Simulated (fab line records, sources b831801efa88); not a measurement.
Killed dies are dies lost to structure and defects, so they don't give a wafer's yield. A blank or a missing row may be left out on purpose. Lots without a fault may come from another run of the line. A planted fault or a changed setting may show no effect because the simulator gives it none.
fab line records | flow sky130
record lots=6 wafers=18 last_day=49
route steps=708 shown LOCAL_INTERCONNECT@389 CONTACT@406 PAD_OPEN@708
lots that met no fault: from a run of the same line without faults
start_h: hours from the record's first day to the start of the lot's first wafer shown | wait_h: hours since the lot's step before | " the same as in the row above | L1.1+2: a row that stands for several wafers | - no value, or no start given | * or withheld: withheld | < > ~ a bound
route shown NAME@n: a module of which the file shows steps, and the number in the route of the first | usual: mean/standard deviation of fault-free wafers | same: alike in all rows | chamber/n: place in a boat | sites: the reading at each site | _std_site: their standard deviation | _edge_site: outer sites' mean less inner sites' | radius_mm: how far each site lies from the wafer's centre | mask NAME#n: copy n | behind: the tool/chamber that last shaped the wafer | hold: why the lot was held/for how many hours/how that ended | device: the transistor (n, p or np) that didn't switch | end of line: the same wafers' tests at the end of the route | a step without rows: its recipe alone | killed: dies lost to structure and defects at the first sort, not the wafer's yield | map: a wafer's dies, x killed, . not, _ none there
set.NAME: the setting as run; set.NAME@STEP: as run at that earlier step | model.NAME: the simulator's own value behind a step, which no gauge read
lots at some steps of the route; a table a step, a row a wafer
services: from which hour (start_h, from the record's first day; less than 0 if before it) a tool's chamber was out of use, for how many hours, and why
## steps
# step SKY_LOCAL_INTERCONNECT_THK_MEAS_02
# recipe thk_meas_gauge=xrf reads=TiN_of_LOCAL_INTERCONNECT_SPUTTER_00
# usual LOCAL_INTERCONNECT_TIN_THK=100.7/1.4
# columns lot.wafer tool chamber start_h wait_h LOCAL_INTERCONNECT_TIN_THK[nm]
L675.3 film_metro-03 - 729.85 0.1 102.7
L675.5 " - " " 102.4
L675.6 " - " " 101.3
L676.1 film_metro-03 - 732.71 0.1 100.6
L676.4 " - " " 99.9
L676.5 " - " " 100.8
L677.1 film_metro-04 - 743.36 0.1 98.7
L677.2 " - " " 98.5
L677.3 " - " " 99.2
L683.2 film_metro-03 - 797.89 0.1 102.7
L683.4 " - " " 102.0
L683.6 " - " " 103.0
L686.1 film_metro-03 - 812.40 0.1 98.8
L686.2 " - " " 98.6
L686.4 " - " " 98.3
L689.1 film_metro-04 - 821.97 0.1 98.4
L689.5 " - " " 96.4
L689.6 " - " " 98.7
# step SKY_LOCAL_INTERCONNECT_DEHYDRATE_03
# recipe temp_c=200 time_s=60
# step SKY_LOCAL_INTERCONNECT_HMDS_04
# recipe prime_time_s=60 prime_temp_c=120
# step SKY_LOCAL_INTERCONNECT_COAT_05
# recipe resist=BARC temp_c=withheld time_s=withheld spin_rpm=3000 resist_thk_nm=60
# step SKY_LOCAL_INTERCONNECT_COAT_06
# recipe resist=KrF-thick spin_rpm=3000 resist_thk_nm=450
# step SKY_LOCAL_INTERCONNECT_SOFTBAKE_07
# recipe temp_c=100 time_s=90 resist=KrF-thick
# step SKY_LOCAL_INTERCONNECT_EXPOSE_08
# recipe mask_id=LI1M na=0.8 source_shape=annular sigma_inner=0.55 sigma_outer=0.85 target_cd_nm=170 dose_mj=28
# step SKY_LOCAL_INTERCONNECT_PEB_09
# recipe peb_temp_c=withheld peb_time_s=withheld resist=KrF-thick
# step SKY_LOCAL_INTERCONNECT_DEVELOP_10
# recipe develop_time_s=60 resist=KrF-thick dev_temp_c=21
# step SKY_LOCAL_INTERCONNECT_CD_MEAS_11
# recipe target_cd_nm=170
# usual cd_nm=169.9/1.4
# columns lot.wafer tool chamber start_h wait_h cd_nm
L675.3 cd_sem-02 - 756.35 - 171.1
L675.5 " - " " 168.9
L675.6 " - " " 170.6
L676.1 cd_sem-02 - 759.92 - 170.4
L676.4 " - " " 170.7
L676.5 " - " " 170.3
L677.1 cd_sem-01 - 770.47 - 168.0
L677.2 " - " " 169.0
L677.3 " - " " 168.9
L683.2 cd_sem-01 - 824.13 - 171.4
L683.4 " - " " 169.3
L683.6 " - " " 170.1
L686.1 cd_sem-01 - 838.12 - 167.9
L686.2 " - " " 169.1
L686.4 " - " " 169.4
L689.1 cd_sem-02 - 848.01 - 171.6
L689.5 " - " " 170.2
L689.6 " - " " 170.7
# step SKY_LOCAL_INTERCONNECT_OVL_MEAS_12
# usual LOCAL_INTERCONNECT_OVL=0/5.7
# columns lot.wafer tool chamber start_h wait_h LOCAL_INTERCONNECT_OVL[nm]
L675.3 overlay-02 - 756.44 0.1 0
L675.5 " - " " -1
L675.6 " - " " -1
L676.1 overlay-02 - 760.04 0.1 -3
L676.4 " - " " -4
L676.5 " - " " -4
L677.1 overlay-02 - 770.59 0.1 -10
L677.2 " - " " -3
L677.3 " - " " -5
L683.2 overlay-01 - 824.24 0.1 -5
L683.4 " - " " -5
L683.6 " - " " -3
L686.1 overlay-01 - 838.24 0.1 -5
L686.2 " - " " -9
L686.4 " - " " 0
L689.1 overlay-01 - 848.13 0.1 1
L689.5 " - " " 8
L689.6 " - " " 5
# step SKY_LOCAL_INTERCONNECT_ETCH_13
# recipe chemistry=N2/H2 target=BARC ion_energy_ev=200 bias_w=100 pressure_mtorr=30 n2_flow_sccm=100 h2_flow_sccm=200 icp_w=500 stop_on=SiO2 time_s=45.9 target_depth_a=600
# step SKY_LOCAL_INTERCONNECT_METAL_ETCH_14
# recipe target_depth_nm=110 stop_on=PSG chemistry=Cl2/BCl3 target=TiN resist_sidewall_deg=88 pressure_mtorr=10 icp_w=900 bias_w=48.5 Cl2_flow_sccm=60 bcl3_flow_sccm=30 time_s=31.4
# usual bcl3_flow_sccm=29.99/0.089 drypump_motor_current_A=6.2/0.36 oes_product_au=0.943/0.0087 throttle_valve_pct=21.901/0.011
# columns lot.wafer tool chamber start_h wait_h bcl3_flow_sccm drypump_motor_current_A oes_product_au rf_hours_counter_h throttle_valve_pct
L675.3 rie_metal-01 1 756.55 0.0 29.92 6.4 0.950 - 21.917
L675.5 " 1 " " 29.92 6.3 0.951 - 21.918
L675.6 " 0 " " 29.92 5.7 0.947 - 21.907
L676.1 rie_metal-02 1 760.14 0.0 29.94 6.4 0.940 1 21.900
L676.4 " 1 " " 29.89 6.4 0.936 - 21.901
L676.5 " 0 " " 29.99 5.8 0.951 - 21.898
L677.1 rie_metal-03 1 770.75 0.1 29.95 6.7 0.933 10 21.913
L677.2 " 1 " " 30.01 6.7 0.934 - 21.914
L677.3 " 1 " " 30.04 6.7 0.944 - 21.906
L683.2 rie_metal-03 1 824.33 0.0 30.05 6.8 0.947 12 21.903
L683.4 " 0 " " 30.14 5.9 0.950 - 21.893
L683.6 " 0 " " 30.08 5.9 0.947 - 21.879
L686.1 rie_metal-03 1 838.34 0.0 30.00 6.8 0.927 13 21.933
L686.2 " 0 " " 30.04 5.9 0.926 2 21.912
L686.4 " 1 " " 30.15 6.7 0.937 - 21.905
L689.1 rie_metal-02 1 848.23 0.0 30.11 6.4 0.937 5 21.927
L689.5 " 1 " " 30.09 6.4 0.922 - 21.923
L689.6 " 0 " " 29.91 5.8 0.942 - 21.926
# step SKY_LOCAL_INTERCONNECT_STRIP_15
# recipe chemistry=O2/N2 power_w=1400 pressure_mtorr=1500 platen_temp_c=withheld o2_flow_sccm=3000 n2_flow_sccm=300 overash_fraction=0.5
# usual drypump_motor_current_A=5.8/0.51 o2_flow_sccm=3001/8.6 oes_product_au=0.427/0.0048 strip_time_to_endpoint_s=4.729/0.02
# columns lot.wafer tool chamber start_h wait_h drypump_motor_current_A o2_flow_sccm oes_product_au rf_hours_counter_h strip_time_to_endpoint_s
L675.3 plasma_asher-02 0 756.61 0.1 5.7 3018 0.432 - 4.749
L675.5 " 0 " " 5.7 3009 0.421 - 4.746
L675.6 " 1 " " 5.6 2986 0.426 - 4.730
L676.1 plasma_asher-02 1 760.19 0.0 5.7 2997 0.426 32 4.708
L676.4 " 0 " " 5.7 2993 0.424 - 4.732
L676.5 " 0 " " 5.7 2997 0.425 - 4.729
L677.1 plasma_asher-02 1 770.85 0.1 5.7 3008 0.428 33 4.743
L677.2 " 0 " " 5.7 3003 0.430 33 4.718
L677.3 " 0 " " 5.7 3003 0.419 - 4.723
L683.2 plasma_asher-02 0 824.38 0.0 5.7 3013 0.431 39 4.750
L683.4 " 1 " " 5.7 3015 0.426 - 4.738
L683.6 " 0 " " 5.7 3030 0.424 - 4.753
L686.1 plasma_asher-02 0 838.39 0.0 5.7 3007 0.427 40 4.737
L686.2 " 1 " " 5.7 3000 0.427 40 4.743
L686.4 " 1 " " 5.7 2998 0.435 - 4.749
L689.1 plasma_asher-04 0 848.28 0.0 6.6 3003 0.426 103 4.693
L689.5 " 1 " " 6.7 3001 0.422 - 4.719
L689.6 " 0 " " 6.6 3004 0.424 - 4.703
# step SKY_LOCAL_INTERCONNECT_STRIP_16
# recipe chemistry=post_etch_residue_remover time_s=1200 temp_c=72.5
# step SKY_LOCAL_INTERCONNECT_CLEAN_17
# recipe chemistry=IPA time_s=180 temp_c=25
# step SKY_LOCAL_INTERCONNECT_CLEAN_18
# recipe chemistry=O3/DIW dry=n2_spin
# step SKY_CONTACT_CVD_00
# recipe material=Si3N4 target_thk_nm=75 temp_c=400 time_s=withheld rf_w=450
# usual heater_power_w=738/100
# columns lot.wafer tool chamber start_h wait_h heater_power_w
L675.3 pecvd-02 0 757.21 0.0 825
L675.5 " 2 " " 628
L675.6 " 1 " " 802
L676.1 pecvd-01 0 760.79 0.0 768
L676.4 " 0 " " 767
L676.5 " 1 " " 780
L677.1 pecvd-04 1 771.45 0.0 709
L677.2 " 0 " " 776
L677.3 " 2 " " 873
L683.2 pecvd-02 2 824.98 0.0 644
L683.4 " 0 " " 790
L683.6 " 0 " " 796
L686.1 pecvd-04 0 838.98 0.0 914
L686.2 " 2 " " 790
L686.4 " 2 " " 800
L689.1 pecvd-01 2 848.87 0.0 571
L689.5 " 1 " " 726
L689.6 " 2 " " 580
# step SKY_CONTACT_THK_MEAS_01
# recipe reads=Si3N4_of_CONTACT_CVD_00
# usual CONTACT_CVD_00_THK=75.1/0.97
# columns lot.wafer tool chamber start_h wait_h CONTACT_CVD_00_THK[nm]
L675.3 film_metro-03 - 757.26 - 74.2
L675.5 " - " " 75.2
L675.6 " - " " 74.5
L676.1 film_metro-03 - 760.82 - 75.1
L676.4 " - " " 75.5
L676.5 " - " " 76.2
L677.1 film_metro-03 - 771.48 - 75.2
L677.2 " - " " 74.0
L677.3 " - " " 74.4
L683.2 film_metro-04 - 825.04 - 74.1
L683.4 " - " " 74.4
L683.6 " - " " 75.9
L686.1 film_metro-04 - 839.02 - 74.5
L686.2 " - " " 74.5
L686.4 " - " " 75.7
L689.1 film_metro-02 - 848.91 - 75.5
L689.5 " - " " 76.4
L689.6 " - " " 76.3
# step SKY_CONTACT_HDPCVD_02
# recipe material=SiO2 target_thk_nm=565 sigma_open_frac=0.3 time_s=94.2 temp_c=600 sih4_flow_sccm=60 pressure_mtorr=6
# step SKY_CONTACT_THK_MEAS_03
# recipe reads=SiO2_of_CONTACT_HDPCVD_02
# usual CONTACT_HDPCVD_THK=566/6.5
# columns lot.wafer tool chamber start_h wait_h CONTACT_HDPCVD_THK[nm]
L675.3 film_metro-02 - 757.39 0.1 565
L675.5 " - " " 572
L675.6 " - " " 570
L676.1 film_metro-04 - 760.95 0.0 555
L676.4 " - " " 559
L676.5 " - " " 559
L677.1 film_metro-04 - 771.61 0.0 570
L677.2 " - " " 561
L677.3 " - " " 566
L683.2 film_metro-02 - 825.17 0.0 565
L683.4 " - " " 566
L683.6 " - " " 561
L686.1 film_metro-02 - 839.15 0.0 569
L686.2 " - " " 571
L686.4 " - " " 564
L689.1 film_metro-04 - 849.05 0.0 571
L689.5 " - " " 574
L689.6 " - " " 565
# step SKY_CONTACT_CMP_04
# recipe material=SiO2 down_force_psi=4 platen_rpm=60 pad_velocity_m_s=0.94248
# step SKY_CONTACT_BOW_MEAS_05
# recipe mode=bow
# usual CONTACT_BOW=83/7.1
# columns lot.wafer tool chamber start_h wait_h CONTACT_BOW[um]
L675.3 film_metro-03 - 757.77 0.1 82
L675.5 " - " " 73
L675.6 " - " " 73
L676.1 film_metro-04 - 761.31 0.2 71
L676.4 " - " " 89
L676.5 " - " " 81
L677.1 film_metro-02 - 771.97 0.1 76
L677.2 " - " " 73
L677.3 " - " " 68
L683.2 film_metro-03 - 826.81 0.3 87
L683.4 " - " " 86
L683.6 " - " " 76
L686.1 film_metro-03 - 839.51 0.1 91
L686.2 " - " " 83
L686.4 " - " " 83
L689.1 film_metro-04 - 849.41 0.1 83
L689.5 " - " " 103
L689.6 " - " " 89
# step SKY_CONTACT_DEHYDRATE_06
# recipe temp_c=200 time_s=60
# step SKY_CONTACT_HMDS_07
# recipe prime_time_s=60 prime_temp_c=120
# step SKY_CONTACT_COAT_08
# recipe resist=BARC temp_c=withheld time_s=withheld spin_rpm=3000 resist_thk_nm=60
# step SKY_CONTACT_COAT_09
# recipe resist=KrF-thick spin_rpm=3000 resist_thk_nm=450
# step SKY_CONTACT_SOFTBAKE_10
# recipe temp_c=100 time_s=90 resist=KrF-thick
# step SKY_CONTACT_EXPOSE_11
# recipe mask_id=CTM1 na=0.8 source_shape=annular sigma_inner=0.55 sigma_outer=0.85 target_cd_nm=170 dose_mj=38
# step SKY_CONTACT_PEB_12
# recipe peb_temp_c=withheld peb_time_s=withheld resist=KrF-thick
# step SKY_CONTACT_DEVELOP_13
# recipe develop_time_s=60 resist=KrF-thick dev_temp_c=21
# step SKY_CONTACT_CD_MEAS_14
# recipe target_cd_nm=170
# usual cd_nm=170.0/1.5
# columns lot.wafer tool chamber start_h wait_h cd_nm
L675.3 cd_sem-01 - 785.10 - 171.0
L675.5 " - " " 170.5
L675.6 " - " " 170.7
L676.1 cd_sem-01 - 787.51 - 169.4
L676.4 " - " " 169.5
L676.5 " - " " 169.7
L677.1 cd_sem-01 - 798.61 - 167.3
L677.2 " - " " 167.1
L677.3 " - " " 167.5
L683.2 cd_sem-02 - 852.44 - 166.8
L683.4 " - " " 167.6
L683.6 " - " " 168.0
L686.1 cd_sem-01 - 865.52 - 169.5
L686.2 " - " " 169.1
L686.4 " - " " 168.8
L689.1 cd_sem-01 - 875.56 - 172.0
L689.5 " - " " 169.8
L689.6 " - " " 169.8
# step SKY_CONTACT_OVL_MEAS_15
# usual CONTACT_OVL=-2/5.9
# columns lot.wafer tool chamber start_h wait_h CONTACT_OVL[nm]
L675.3 overlay-01 - 785.19 0.1 -10
L675.5 " - " " 1
L675.6 " - " " -12
L676.1 overlay-02 - 787.63 0.1 -2
L676.4 " - " " 0
L676.5 " - " " 0
L677.1 overlay-02 - 798.73 0.1 4
L677.2 " - " " 3
L677.3 " - " " 4
L683.2 overlay-02 - 852.54 0.1 -7
L683.4 " - " " -6
L683.6 " - " " -10
L686.1 overlay-02 - 865.64 0.1 5
L686.2 " - " " -5
L686.4 " - " " -6
L689.1 overlay-02 - 875.68 0.1 2
L689.5 " - " " -3
L689.6 " - " " 2
# step SKY_CONTACT_ETCH_16
# recipe chemistry=N2/H2 target=BARC ion_energy_ev=200 source_w=500 bias_w=100 pressure_mtorr=30 n2_flow_sccm=100 h2_flow_sccm=200 stop_on=SiO2 time_s=45.9 target_depth_a=600
# usual drypump_motor_current_A=5.9/0.44 oes_product_au=0.855/0.0045 throttle_valve_pct=13.224/0.0097
# columns lot.wafer tool chamber start_h wait_h drypump_motor_current_A oes_product_au rf_hours_counter_h throttle_valve_pct
L675.3 rie_diel-04 2 785.21 0.0 6.7 0.859 37 13.218
L675.5 " 0 " " 5.7 0.855 - 13.228
L675.6 " 3 " " 5.8 0.855 - 13.212
L676.1 rie_diel-03 3 787.66 0.0 6.1 0.854 9 13.215
L676.4 " 0 " " 5.3 0.853 15 13.224
L676.5 " 1 " " 6.0 0.850 - 13.239
L677.1 rie_diel-03 3 798.77 0.0 6.1 0.858 10 13.222
L677.2 " 1 " " 6.0 0.859 8 13.242
L677.3 " 2 " " 5.9 0.854 26 13.230
L683.2 rie_diel-02 3 852.57 0.0 5.8 0.850 1 13.233
L683.4 " 2 " " 6.6 0.848 27 13.214
L683.6 " 2 " " 6.6 0.855 - 13.232
L686.1 rie_diel-03 3 865.67 0.0 6.1 0.852 12 13.208
L686.2 " 0 " " 5.3 0.861 18 13.244
L686.4 " 1 " " 6.0 0.859 - 13.230
L689.1 rie_diel-03 1 875.71 0.0 6.0 0.860 11 13.220
L689.5 " 3 " " 6.1 0.859 - 13.224
L689.6 " 0 " " 5.3 0.856 - 13.223
# step SKY_CONTACT_ETCH_17
# recipe target=SiO2 chemistry=C4F8/O2/Ar stop_on=Si3N4 mask_material=KrF-thick source_w=1500 bias_w=1200 pressure_mtorr=40 c4f8_flow_sccm=withheld O2_flow_sccm=6 Ar_flow_sccm=300 time_s=withheld target_depth_a=3400
# usual oes_product_au=0.892/0.0046
# columns lot.wafer tool chamber start_h wait_h oes_product_au
L675.3 rie_diel-04 2 785.25 0.0 0.892
L675.5 " 0 " " 0.890
L675.6 " 3 " " 0.893
L676.1 rie_diel-03 3 787.70 0.0 0.897
L676.4 " 0 " " 0.898
L676.5 " 1 " " 0.892
L677.1 rie_diel-03 3 798.81 0.0 0.895
L677.2 " 1 " " 0.895
L677.3 " 2 " " 0.897
L683.2 rie_diel-02 3 852.61 0.0 0.888
L683.4 " 2 " " 0.889
L683.6 " 2 " " 0.893
L686.1 rie_diel-03 3 865.71 0.0 0.893
L686.2 " 0 " " 0.898
L686.4 " 1 " " 0.895
L689.1 rie_diel-03 1 875.75 0.0 0.895
L689.5 " 3 " " 0.892
L689.6 " 0 " " 0.893
# step SKY_CONTACT_ETCH_18
# recipe target=Si3N4 chemistry=CHF3/O2 stop_on=TiN source_w=600 bias_w=200 pressure_mtorr=40 chf3_flow_sccm=50 O2_flow_sccm=5 time_s=39 target_depth_a=750
# usual drypump_motor_current_A=5.9/0.43 oes_product_au=0.854/0.0076 throttle_valve_pct=8.793/0.009
# columns lot.wafer tool chamber start_h wait_h drypump_motor_current_A oes_product_au rf_hours_counter_h throttle_valve_pct
L675.3 rie_diel-04 2 - - 6.6 0.848 37 8.793
L675.5 " 0 " " 5.7 0.850 - 8.787
L675.6 " 3 " " 5.8 0.858 - 8.789
L676.1 rie_diel-03 3 - - 6.1 0.847 9 8.804
L676.4 " 0 " " 5.3 0.851 15 8.793
L676.5 " 1 " " 6.0 0.867 - 8.788
L677.1 rie_diel-03 3 - - 6.1 0.853 10 8.797
L677.2 " 1 " " 6.0 0.846 8 8.778
L677.3 " 2 " " 5.8 0.856 26 8.801
L683.2 rie_diel-02 3 - - 5.8 0.850 1 8.796
L683.4 " 2 " " 6.5 0.852 27 8.794
L683.6 " 2 " " 6.5 0.867 - 8.811
L686.1 rie_diel-03 3 - - 6.1 0.855 12 8.787
L686.2 " 0 " " 5.3 0.851 18 8.794
L686.4 " 1 " " 6.0 0.856 - 8.800
L689.1 rie_diel-03 1 - - 6.0 0.858 11 8.788
L689.5 " 3 " " 6.1 0.863 - 8.794
L689.6 " 0 " " 5.3 0.862 - 8.795
# step SKY_CONTACT_STRIP_19
# recipe chemistry=O2/N2 power_w=1400 pressure_mtorr=1500 platen_temp_c=withheld o2_flow_sccm=3000 n2_flow_sccm=300 overash_fraction=0.5
# step SKY_CONTACT_STRIP_20
# recipe chemistry=post_etch_residue_remover time_s=1200 temp_c=72.5
# step SKY_CONTACT_CLEAN_21
# recipe chemistry=IPA time_s=180 temp_c=25
# step SKY_CONTACT_CLEAN_22
# recipe chemistry=O3/DIW dry=n2_spin
# step SKY_CONTACT_SPUTTER_23
# recipe material=TiN target_thk_nm=20 chamber_pressure_pa=5 power_w=4000 time_s=80
# step SKY_CONTACT_CVD_24
# recipe material=W target_thk_nm=340 time_s=102.12 temp_c=400 pressure_torr=40
# step SKY_PAD_OPEN_PROBE_99
# usual killed_at_M0_to_M3=43/6.7 killed_at_M4_up=3.2/1.9 killed_at_contacts=24/5.9 killed_at_front_end=15/4.1 killed_at_other=0.3/0.56 killed_dies=86/9.5 killed_open=47/7.4 killed_short=39/5.5
# same gross_dies=492 killed_at_back_side=0
# columns lot.wafer tool chamber start_h wait_h killed_at_M0_to_M3 killed_at_M4_up killed_at_contacts killed_at_front_end killed_at_other killed_dies killed_open killed_short
L675.3 prober-02 - 1117.67 0.2 52 1 27 14 2 96 55 41
L675.5 prober-02 - 1117.77 0.2 39 4 25 12 0 80 37 43
L675.6 prober-02 - 1117.82 0.2 49 2 24 16 0 91 52 39
L676.1 prober-01 - 1118.29 0.1 39 3 21 15 0 78 38 40
L676.4 prober-01 - 1118.44 0.2 41 8 31 14 0 94 48 46
L676.5 prober-01 - 1118.49 0.2 42 1 25 19 2 89 43 46
L677.1 prober-01 - 1124.79 0.1 40 2 20 22 1 85 50 35
L677.2 prober-01 - 1124.84 0.1 37 2 20 11 0 70 35 35
L677.3 prober-01 - 1124.89 0.2 41 1 30 20 1 93 48 45
L683.4 prober-02 - 1161.04 0.2 42 4 67 19 0 132 43 47
L683.6 prober-02 - 1161.14 0.2 64 3 67 13 0 147 56 50
L686.1 prober-01 - 1170.68 0.1 42 4 15 20 1 82 45 37
L686.2 prober-01 - 1170.73 0.1 58 2 57 13 2 132 51 46
L686.4 prober-01 - 1170.83 0.2 49 0 22 18 1 90 49 41
L689.1 prober-02 - 1179.83 0.1 41 5 21 21 0 88 53 35
L689.5 prober-02 - 1180.03 0.2 47 3 22 13 1 86 43 43
L689.6 prober-02 - 1180.08 0.2 49 2 20 13 1 85 45 40
# killed by level:class
L675.3 VIA1:geometric_particle:open=14 CONTACT:geometric_particle:open=12 VIA2:geometric_particle:open=7 LI_CONTACT:geometric_particle:open=6 METAL1:geometric_particle:short=6 CONTACT:geometric_particle:short=5 METAL2:geometric_particle:short=5 VIA1:geometric_particle:short=4
L675.5 CONTACT:geometric_particle:short=8 METAL2:geometric_particle:short=8 VIA2:geometric_particle:open=7 VIA1:geometric_particle:open=7 LI_CONTACT:geometric_particle:open=6 LOCAL_INTERCONNECT:geometric_particle:short=5 CONTACT:geometric_particle:open=5 VIA3:geometric_particle:open=5
L675.6 CONTACT:geometric_particle:open=11 VIA1:geometric_particle:open=10 VIA3:geometric_particle:open=9 METAL1:geometric_particle:short=8 FIELD_ISO:geometric_particle:short=5 LOCAL_INTERCONNECT:geometric_particle:short=5 VIA1:geometric_particle:short=5 VIA2:geometric_particle:open=5
L676.1 METAL2:geometric_particle:short=10 CONTACT:geometric_particle:open=9 VIA1:geometric_particle:open=7 FIELD_ISO:geometric_particle:open=6 METAL1:geometric_particle:short=6 LOCAL_INTERCONNECT:geometric_particle:short=5 FIELD_ISO:geometric_particle:short=3 LI_CONTACT:geometric_particle:open=3
L676.4 CONTACT:geometric_particle:open=11 CONTACT:geometric_particle:short=6 METAL2:geometric_particle:short=6 LI_CONTACT:geometric_particle:open=5 VIA1:geometric_particle:open=5 VIA1:geometric_particle:short=5 VIA2:geometric_particle:open=5 VIA3:geometric_particle:open=5
L676.5 CONTACT:geometric_particle:open=10 VIA2:geometric_particle:open=8 METAL1:geometric_particle:short=7 METAL2:geometric_particle:short=7 POLY_GATE:geometric_particle:open=6 VIA1:geometric_particle:open=5 LOCAL_INTERCONNECT:geometric_particle:short=5 FIELD_ISO:geometric_particle:short=4
L677.1 VIA1:geometric_particle:open=13 CONTACT:geometric_particle:open=8 VIA1:geometric_particle:short=8 POLY_GATE:geometric_particle:short=6 LI_CONTACT:geometric_particle:open=6 FIELD_ISO:geometric_particle:open=5 FIELD_ISO:geometric_particle:short=5 VIA2:geometric_particle:open=5
L677.2 CONTACT:geometric_particle:open=9 VIA1:geometric_particle:open=9 VIA3:geometric_particle:open=7 VIA1:geometric_particle:short=5 CONTACT:geometric_particle:short=5 METAL1:geometric_particle:short=4 FIELD_ISO:geometric_particle:short=3 POLY_GATE:geometric_particle:short=3
L677.3 LI_CONTACT:geometric_particle:open=12 CONTACT:geometric_particle:open=7 VIA1:geometric_particle:open=7 FIELD_ISO:geometric_particle:short=6 FIELD_ISO:geometric_particle:open=6 METAL2:geometric_particle:short=6 VIA3:geometric_particle:open=5 LI_CONTACT:geometric_particle:short=5
L683.4 LOCAL_INTERCONNECT:unspecified=42 CONTACT:geometric_particle:open=11 METAL1:geometric_particle:short=8 FIELD_ISO:geometric_particle:open=7 VIA1:geometric_particle:open=7 FIELD_ISO:geometric_particle:short=6 LOCAL_INTERCONNECT:geometric_particle:short=6 VIA3:geometric_particle:open=5
L683.6 LOCAL_INTERCONNECT:unspecified=41 VIA1:geometric_particle:open=20 CONTACT:geometric_particle:open=11 METAL2:geometric_particle:short=7 METAL3:geometric_particle:short=7 VIA2:geometric_particle:open=7 POLY_GATE:geometric_particle:open=6 METAL1:geometric_particle:short=6
L686.1 VIA1:geometric_particle:open=12 POLY_GATE:geometric_particle:short=7 VIA2:geometric_particle:open=7 CONTACT:geometric_particle:open=6 METAL1:geometric_particle:short=5 CONTACT:geometric_particle:short=5 POLY_GATE:geometric_particle:open=4 VIA1:geometric_particle:short=4
L686.2 LOCAL_INTERCONNECT:unspecified=35 VIA1:geometric_particle:open=11 LI_CONTACT:geometric_particle:open=9 METAL3:geometric_particle:short=9 VIA3:geometric_particle:open=8 METAL1:geometric_particle:short=7 CONTACT:geometric_particle:open=6 VIA1:geometric_particle:short=5
L686.4 VIA2:geometric_particle:open=9 CONTACT:geometric_particle:open=9 POLY_GATE:geometric_particle:short=7 LI_CONTACT:geometric_particle:open=6 METAL1:geometric_particle:short=6 METAL2:geometric_particle:short=6 VIA3:geometric_particle:open=5 VIA1:geometric_particle:open=5
L689.1 VIA1:geometric_particle:open=11 VIA3:geometric_particle:open=10 CONTACT:geometric_particle:open=7 LI_CONTACT:geometric_particle:open=7 METAL2:geometric_particle:short=7 SPACER:geometric_particle:open=5 CONTACT:geometric_particle:short=5 FIELD_ISO:geometric_particle:short=4
L689.5 VIA1:geometric_particle:open=10 METAL1:geometric_particle:short=8 CONTACT:geometric_particle:open=8 LI_CONTACT:geometric_particle:open=6 FIELD_ISO:geometric_particle:open=4 METAL2:geometric_particle:short=4 METAL1:geometric_particle:open=4 VIA1:geometric_particle:short=4
L689.6 VIA1:geometric_particle:open=14 LI_CONTACT:geometric_particle:open=8 VIA1:geometric_particle:short=6 METAL3:geometric_particle:short=5 LOCAL_INTERCONNECT:geometric_particle:short=5 CONTACT:geometric_particle:open=5 METAL2:geometric_particle:short=5 VIA3:geometric_particle:open=5
# map L683.6 (x killed, . not)
__________x.....xx.._________
________x.x.x..x...x.._______
______...x.xx......x...._____
_____.x..x.x.x..xx.x...xx____
____....x....x...x.x.xx...___
___..x...x.x..x...x..x...x.__
__.xxxx.....x.xx...xx......._
_xxxxxx..x.x.................
_xxxxxx.xx...x.....x....xx...
_xxxxxxx...x....x...x.....x..
_xxxxx...x..............x...x
_xxxxxxx............x....xx..
_xxxx.xxx..x.x....xx...x.....
_xxxx........xx........x.....
_.xx...x...x..x..x..x........
__.....xx.x...xxx.x....x...._
___....x........x.xx.......__
____x....xx.x.xx.x....x...___
_____xx..............x...____
______...x.x............_____
________.....xx....x.._______
__________.........x_________
# map L686.2 (x killed, . not)
__________x.x......._________
________....x.......x._______
______.x.....xx.x.x....._____
_____........x....x......____
____........x.......x.....___
___x....xxx.x.......x.....x__
__xxx.x....x.x.......x.x..x._
_xxx..........x....x...xx...x
_xxxxx....x.x.x.x..x.xx...xx.
_xxxx..x.x..x....x.....x....x
_xxxxxx........x.............
_xxxxx.....x...xx...x..xx...x
_xxxxxx.........x...x...x....
_xxxx........x.....x.........
_..x...x.x....x...xxx....xxxx
__.x.......x....x.........x._
___....x..x........x.......__
____.......x.x.x.x...x.x..___
_____....xx.x.........xx.____
______x.x....x...x....x._____
________.x.....x.x...._______
__________.........._________
## services
# columns tool chamber start_h hours kind
rie_diel-02 0 747.24 5.0 repair
pecvd-02 - 749.86 1.8 repair
rie_metal-03 0 750.64 4.3 repair
pecvd-01 - 752.05 0.7 repair
plasma_asher-02 - 758.76 0.7 repair
pecvd-02 - 758.96 0.8 repair
rie_metal-03 0 759.85 - clean
rie_metal-03 0 759.85 13.5 scheduled_down
rie_metal-03 0 759.85 13.5 vent_cycle
pecvd-02 1 789.50 4.8 repair
rie_diel-02 3 791.59 - clean
pecvd-02 0 795.74 8.1 repair
rie_metal-01 - 799.70 0.2 repair
rie_metal-03 - 804.14 2.8 pm
rie_diel-04 0 817.50 3.2 repair
pecvd-02 - 828.88 6.0 pm
pecvd-04 2 829.03 4.1 repair
pecvd-04 - 829.52 6.0 pm
rie_diel-03 2 845.24 3.2 repair
rie_diel-04 - 846.25 0.6 repair
rie_diel-03 2 860.87 - clean
rie_diel-03 2 860.87 35.9 scheduled_down
rie_diel-03 2 860.87 35.9 vent_cycle
pecvd-04 - 864.44 7.0 repair
## key
first_sign step=SKY_PAD_OPEN_PROBE_99 reading=killed_at_contacts direction=up sigmas=6.7 usual=24 struck=64
effect step=SKY_PAD_OPEN_PROBE_99 reading=killed_dies direction=up sigmas=5.4 usual=86 struck=137
met_at SKY_LOCAL_INTERCONNECT_METAL_ETCH_14
struck_wafers L683.4,L683.6,L686.2
tester_left_out L683,L686
fault kind=chamber_particle_source tool=rie_metal-03 chamber=0 onset_h=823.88 steps=SKY_LOCAL_INTERCONNECT_METAL_ETCH_14 rate_per_visit_cm2=1.7076 end_h=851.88
# tester_left_out: of these lots the tester's yield and bins aren't shown, on N5 and GAA mostly nor the transistor test; their killed dies are dies lost to structure and defects alone, not to doping, threshold or leakage, so they don't give the yield
